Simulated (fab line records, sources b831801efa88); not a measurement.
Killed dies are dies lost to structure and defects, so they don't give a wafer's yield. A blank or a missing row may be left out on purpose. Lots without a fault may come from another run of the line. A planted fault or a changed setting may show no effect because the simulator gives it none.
fab line records | flow sky130
record lots=15 wafers=45 last_day=50
route steps=708 shown FIELD_ISO@18 LDD_LDN@293 LOCAL_INTERCONNECT@398 CONTACT@430
lots that met no fault: from a run of the same line without faults
start_h: hours from the record's first day to the start of the lot's first wafer shown | wait_h: hours since the lot's step before | " the same as in the row above | L1.1+2: a row that stands for several wafers | - no value, or no start given | * or withheld: withheld | < > ~ a bound
route shown NAME@n: a module of which the file shows steps, and the number in the route of the first | usual: mean/standard deviation of fault-free wafers | same: alike in all rows | chamber/n: place in a boat | sites: the reading at each site | _std_site: their standard deviation | _edge_site: outer sites' mean less inner sites' | radius_mm: how far each site lies from the wafer's centre | mask NAME#n: copy n | behind: the tool/chamber that last shaped the wafer | hold: why the lot was held/for how many hours/how that ended | device: the transistor (n, p or np) that didn't switch | end of line: the same wafers' tests at the end of the route | a step without rows: its recipe alone | killed: dies lost to structure and defects at the first sort, not the wafer's yield | map: a wafer's dies, x killed, . not, _ none there
set.NAME: the setting as run; set.NAME@STEP: as run at that earlier step | model.NAME: the simulator's own value behind a step, which no gauge read
steps of the route over a sample of lots; a table a step, a row a wafer
services: from which hour (start_h, from the record's first day; less than 0 if before it) a tool's chamber was out of use, for how many hours, and why
## steps
# step SKY_FIELD_ISO_ETCH_17
# recipe target_depth_a=3420 mask_material=Si3N4 chemistry=HBr/Cl2/O2 target=Si taper_deg=5 icp_w=600 bias_w=150 pressure_mtorr=15 HBr_flow_sccm=150 Cl2_flow_sccm=40 O2_flow_sccm=6 time_s=97.7
# usual drypump_motor_current_A=5.5/0.5 oes_product_au=0.999/0.0091 throttle_valve_pct=25.658/0.01
# columns lot.wafer tool chamber start_h wait_h drypump_motor_current_A oes_product_au rf_hours_counter_h throttle_valve_pct
L902.2 rie_si-01 1 29.18 0.1 4.8 1.006 8 25.667
L902.4 " 2 " " 5.7 0.998 80 25.653
L902.6 " 2 " " 5.7 1.001 - 25.671
L903.1 rie_si-01 1 34.51 0.1 4.7 0.997 8 25.655
L903.2 " 0 " " 5.0 0.995 152 25.662
L903.5 " 2 " " 5.7 0.990 - 25.665
L905.2 rie_si-02 3 44.44 0.1 5.4 1.002 100 25.653
L905.3 " 0 " " 5.8 1.014 107 25.675
L905.6 " 0 " " 5.8 1.015 - 25.653
L906.1 rie_si-02 0 50.04 0.1 5.8 1.005 107 25.639
L906.5 " 1 " " 6.0 1.007 - 25.660
L906.6 " 0 " " 5.8 1.013 - 25.656
L907.1 rie_si-01 3 55.49 0.1 6.2 0.993 2 25.652
L907.2 " 0 " " 5.0 0.995 152 25.669
L907.3 " 2 " " 5.7 0.992 81 25.666
L908.3 rie_si-01 3 61.53 0.0 6.2 0.998 2 25.668
L908.4 " 1 " " 4.8 0.996 8 25.664
L908.5 " 2 " " 5.7 0.987 - 25.647
L909.3 rie_si-02 0 65.61 0.0 5.8 1.010 107 25.639
L909.5 " 0 " " 5.8 1.018 - 25.645
L909.6 " 3 " " 5.4 1.012 - 25.661
L910.1 rie_si-02 2 71.01 0.1 4.9 0.994 2 25.671
L910.4 " 0 " " 5.8 1.004 107 25.662
L910.5 " 1 " " 6.0 0.998 - 25.657
L912.1 rie_si-01 3 80.36 0.1 6.2 0.979 2 25.667
L912.2 " 2 " " 5.7 0.985 81 25.655
L912.5 " 2 " " 5.7 0.983 - 25.665
L914.2 rie_si-02 1 92.41 0.1 6.0 0.991 105 25.667
L914.5 " 1 " " 6.0 1.003 - 25.662
L914.6 " 2 " " 4.8 0.993 - 25.664
L920.2 rie_si-02 0 123.34 0.1 5.8 0.998 108 25.661
L920.3 " 2 " " 4.8 1.010 3 25.649
L920.5 " 2 " " 4.8 1.007 - 25.658
L922.2 rie_si-02 1 132.39 0.1 6.0 1.000 105 25.660
L922.4 " 0 " " 5.8 0.999 108 25.656
L922.6 " 3 " " 5.3 1.009 - 25.646
L923.3 rie_si-02 2 137.25 0.0 4.8 1.003 3 25.660
L923.4 " 1 " " 6.0 0.986 105 25.652
L923.5 " 3 " " 5.4 1.018 - 25.636
L924.2 rie_si-02 0 144.34 0.1 5.8 1.000 108 25.652
L924.4 " 3 " " 5.4 1.007 101 25.628
L924.5 " 3 " " 5.4 1.012 - 25.650
L925.1 rie_si-01 0 148.36 0.1 5.0 0.993 0 25.678
L925.3 " 2 " " 5.7 0.996 81 25.660
L925.4 " 1 " " 4.7 0.996 - 25.646
# step SKY_LDD_LDN_EXPOSE_04
# recipe mask_id=LDNTM na=0.6 source_shape=conventional sigma_outer=0.6 polarization=unpolarized target_cd_nm=700 dose_mj=140
# usual exposure_dose_mJ_cm2=139.94/0.14 focus_offset_nm=-0.1/0.52
# columns lot.wafer tool chamber start_h wait_h mask exposure_dose_mJ_cm2 focus_offset_nm
L902.2 iline_stepper-01 0 505.23 - LDNTM#0 140.06 -0.1
L902.4 " 0 " " LDNTM#0 139.85 -0.3
L902.6 " 0 " " LDNTM#0 139.90 -0.4
L903.1 iline_stepper-02 0 519.78 - LDNTM#0 139.90 0.1
L903.2 " 0 " " LDNTM#0 140.02 0.3
L903.5 " 0 " " LDNTM#0 140.06 0.5
L905.2 iline_stepper-01 0 546.13 - LDNTM#0 139.90 -0.3
L905.3 " 0 " " LDNTM#0 139.86 -0.7
L905.6 " 0 " " LDNTM#0 139.77 -0.5
L906.1 iline_stepper-02 0 546.38 - LDNTM#0 139.94 -0.3
L906.5 " 0 " " LDNTM#0 140.22 0.6
L906.6 " 0 " " LDNTM#0 140.08 -0.3
L907.1 iline_stepper-01 0 557.63 - LDNTM#0 139.86 0.5
L907.2 " 0 " " LDNTM#0 139.92 -0.3
L907.3 " 0 " " LDNTM#0 140.12 0.5
L908.3 iline_stepper-02 0 572.27 - LDNTM#0 139.71 -0.3
L908.4 " 0 " " LDNTM#0 139.64 -0.3
L908.5 " 0 " " LDNTM#0 139.67 -0.7
L909.3 iline_stepper-01 0 576.62 - LDNTM#0 140.06 -0.3
L909.5 " 0 " " LDNTM#0 140.09 0.4
L909.6 " 0 " " LDNTM#0 139.90 -0.4
L910.1 iline_stepper-02 0 599.46 - LDNTM#0 139.98 0.0
L910.4 " 0 " " LDNTM#0 139.81 0.5
L910.5 " 0 " " LDNTM#0 139.86 -0.2
L912.1 iline_stepper-02 0 627.06 - LDNTM#0 139.76 -0.9
L912.2 " 0 " " LDNTM#0 139.69 -0.4
L912.5 " 0 " " LDNTM#0 140.02 0.2
L914.2 iline_stepper-01 0 633.00 - LDNTM#0 140.02 -0.2
L914.5 " 0 " " LDNTM#0 139.88 -1.2
L914.6 " 0 " " LDNTM#0 139.89 -1.9
L920.2 iline_stepper-01 0 659.88 - LDNTM#0 140.00 -0.6
L920.3 " 0 " " LDNTM#0 140.07 0.6
L920.5 " 0 " " LDNTM#0 139.90 0.3
L922.2 iline_stepper-01 - 677.45 - LDNTM#0 - -
L922.4 " - " " LDNTM#0 - -
L922.6 " - " " LDNTM#0 - -
L923.3 iline_stepper-01 - 688.37 - LDNTM#0 - -
L923.4 " - " " LDNTM#0 - -
L923.5 " - " " LDNTM#0 - -
L924.2 iline_stepper-01 - 695.33 - LDNTM#0 - -
L924.4 " - " " LDNTM#0 - -
L924.5 " - " " LDNTM#0 - -
L925.1 iline_stepper-01 0 720.36 - LDNTM#0 140.09 -0.5
L925.3 " 0 " " LDNTM#0 140.05 -0.7
L925.4 " 0 " " LDNTM#0 140.17 -0.2
# step SKY_LOCAL_INTERCONNECT_CD_MEAS_11
# recipe target_cd_nm=170
# usual cd_nm=169.8/1.7
# columns lot.wafer tool chamber start_h wait_h cd_nm
L902.2 cd_sem-01 - 703.39 - 168.7
L902.4 " - " " 171.1
L902.6 " - " " 170.1
L903.1 cd_sem-01 - 713.96 - 170.7
L903.2 " - " " 170.0
L903.5 " - " " 168.2
L905.2 cd_sem-02 - 737.89 - 169.9
L905.3 " - " " 168.9
L905.6 " - " " 171.3
L906.1 cd_sem-01 - 738.18 - 168.1
L906.5 " - " " 168.6
L906.6 " - " " 168.3
L907.1 cd_sem-01 - 748.42 - 172.5
L907.2 " - " " 172.7
L907.3 " - " " 170.7
L908.3 cd_sem-01 - 761.61 - 170.7
L908.4 " - " " 170.9
L908.5 " - " " 170.1
L909.3 cd_sem-01 - 767.05 - 172.6
L909.5 " - " " 172.7
L909.6 " - " " 172.1
L910.1 cd_sem-01 - 788.07 - 167.3
L910.4 " - " " 166.7
L910.5 " - " " 167.4
L912.1 cd_sem-02 - 812.11 - 172.6
L912.2 " - " " 171.5
L912.5 " - " " 169.9
L914.2 cd_sem-02 - 818.26 - 168.6
L914.5 " - " " 169.6
L914.6 " - " " 168.9
L920.2 cd_sem-01 - 844.54 - 168.2
L920.3 " - " " 167.9
L920.5 " - " " 168.7
L922.2 cd_sem-02 - 858.76 - 170.3
L922.4 " - " " 170.0
L922.6 " - " " 170.8
L923.3 cd_sem-01 - 869.95 - 170.7
L923.4 " - " " 169.3
L923.5 " - " " 170.7
L924.2 cd_sem-02 - 876.56 - 170.8
L924.4 " - " " 171.0
L924.5 " - " " 170.2
L925.1 cd_sem-02 - 897.66 - 168.5
L925.3 " - " " 167.8
L925.4 " - " " 168.5
# step SKY_CONTACT_CVD_24
# recipe material=W target_thk_nm=340 time_s=102.12 temp_c=400 pressure_torr=40
# usual heater_power_w=938/64
# columns lot.wafer tool chamber start_h wait_h heater_power_w
L902.2 cvd_w-02 1 733.45 0.0 1021
L902.4 " 1 " " 1002
L902.6 " 1 " " 1022
L903.1 cvd_w-01 1 743.72 0.0 935
L903.2 " 0 " " 843
L903.5 " 0 " " 857
L905.2 cvd_w-01 0 767.06 0.0 880
L905.3 " 1 " " 959
L905.6 " 0 " " 847
L906.1 cvd_w-02 0 767.60 0.0 1012
L906.5 " 1 " " 1042
L906.6 " 0 " " 1008
L907.1 cvd_w-01 1 777.84 0.0 925
L907.2 " 0 " " 869
L907.3 " 1 " " 950
L908.3 cvd_w-01 1 791.74 0.1 924
L908.4 " 0 " " 867
L908.5 " 0 " " 870
L909.3 cvd_w-01 0 796.77 0.1 868
L909.5 " 1 " " 956
L909.6 " 0 " " 837
L910.1 cvd_w-01 1 816.85 0.0 933
L910.4 " 1 " " 947
L910.5 " 0 " " 856
L912.1 cvd_w-01 1 840.75 0.0 947
L912.2 " 0 " " 861
L912.5 " 0 " " 845
L914.2 cvd_w-01 1 846.95 0.0 951
L914.5 " 1 " " 960
L914.6 " 0 " " 848
L920.2 cvd_w-02 0 873.63 0.0 1018
L920.3 " 0 " " 980
L920.5 " 0 " " 993
L922.2 cvd_w-01 0 886.70 0.0 861
L922.4 " 0 " " 856
L922.6 " 0 " " 867
L923.3 cvd_w-02 0 897.73 0.1 995
L923.4 " 1 " " 1001
L923.5 " 0 " " 998
L924.2 cvd_w-01 1 904.11 0.1 947
L924.4 " 1 " " 936
L924.5 " 0 " " 849
L925.1 cvd_w-01 0 925.55 0.0 867
L925.3 " 0 " " 842
L925.4 " 1 " " 971
## services
# columns tool chamber start_h hours kind
rie_si-02 0 15.55 9.1 repair
cvd_w-01 - 33.52 2.2 repair
rie_si-02 3 36.14 8.3 repair
rie_si-02 2 41.24 5.9 repair
rie_si-02 3 90.81 1.1 repair
iline_stepper-01 - 96.57 1.7 pm
rie_si-02 1 108.50 3.2 repair
cvd_w-01 - 233.72 1.5 repair
iline_stepper-01 - 237.62 8.9 pm
rie_si-02 - 289.32 0.5 repair
iline_stepper-01 - 314.75 1.7 pm
cvd_w-01 - 390.00 14.0 pm
cvd_w-01 1 446.30 5.2 repair
cvd_w-01 - 471.72 1.6 repair
cvd_w-01 - 484.08 4.3 pm
iline_stepper-01 - 531.01 2.1 pm
iline_stepper-01 - 533.09 1.7 pm
cvd_w-01 1 539.50 3.1 repair
cvd_w-01 - 673.44 0.8 repair
iline_stepper-01 - 751.11 1.7 pm
cvd_w-01 - 778.94 6.0 pm
cvd_w-01 - 788.27 2.8 pm
iline_stepper-01 - 857.26 5.0 repair
cvd_w-01 - 896.78 6.9 pm
## key
first_sign step=SKY_LDD_LDN_EXPOSE_04 reading=tool_record direction=missing
effect none on later readings
met_at SKY_LDD_LDN_EXPOSE_04
struck_lots L922,L923,L924
sort_left_out L922.2,L922.4,L922.6,L923.3,L923.4,L923.5,L924.2,L924.4,L924.5
tester_left_out L922,L923,L924
not_acting_at SKY_FIELD_ISO_ETCH_17,SKY_LOCAL_INTERCONNECT_CD_MEAS_11,SKY_CONTACT_CVD_24
onset_between 659.88 677.45
fault kind=skipped_step_whole tool=iline_stepper-01 chamber=- onset_h=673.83 steps=SKY_LDD_LDN_EXPOSE_04 scope=struck_lots_only
# tester_left_out: of these lots the tester's yield and bins aren't shown, on N5 and GAA mostly nor the transistor test; their killed dies are dies lost to structure and defects alone, not to doping, threshold or leakage, so they don't give the yield
# sort_left_out: the simulated sort isn't trusted on such a fault, so these wafers' sort isn't shown, and their yield isn't known
